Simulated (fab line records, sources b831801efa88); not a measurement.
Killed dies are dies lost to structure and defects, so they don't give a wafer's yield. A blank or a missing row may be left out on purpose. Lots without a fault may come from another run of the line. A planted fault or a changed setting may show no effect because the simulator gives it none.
Chamber matching | flow gf180mcu | GF_V1_CMP_04 on cmp-01: 4 sister chambers
The step polishes SiO2. 4 wafers are shown with their chamber, then 8 later ones without.

WAFERS WITH THEIR CHAMBER
wafer  | chamber | motor_current_A (A)
L556.3 | 2       | 11.0
L556.5 | 0       | 13.0
L556.6 | 3       | 10.2
L558.4 | 1       | 10.7

WAFERS WITHOUT THEIR CHAMBER
wafer  | motor_current_A (A)
L558.5 | 10.3
L558.6 | 12.3
L560.1 | 11.3
L560.3 | 12.0
L560.4 | 10.5
L561.1 | 10.9
L561.3 | 9.8
L561.4 | 11.2

WHICH CHAMBER EACH WENT THROUGH
wafer  | from the rows above               | in truth
L558.5 | can't be placed: 3 or 1 or 2      | 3
L558.6 | can't be placed: 0 or 2 or 1      | 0
L560.1 | can't be placed: 2 or 1 or 3      | 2
L560.3 | can't be placed: 0 or 2 or 1 or 3 | 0
L560.4 | can't be placed: 1 or 3 or 2      | 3
L561.1 | can't be placed: 2 or 1 or 3      | 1
L561.3 | can't be placed: 3 or 1 or 2      | 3
L561.4 | can't be placed: 2 or 1 or 3      | 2
Placed correctly: 0 of 8. Can't be placed from these rows: 8 (the true chamber is among the candidates in 8). Placed wrongly: 0.
How it was worked out, from the rows above alone: a wafer's distance from a chamber is the root of the sum, over the readings, of the square of ((its reading less the chamber's mean) divided by the reading's scatter). The wafer belongs to the nearest chamber; if the next one is less than 2 further off, it can't be placed. A chamber's mean is the mean of its shown wafers. The scatter: with one shown wafer a chamber, the root of the mean of the squares of how far each hidden wafer lies from its nearest shown one.
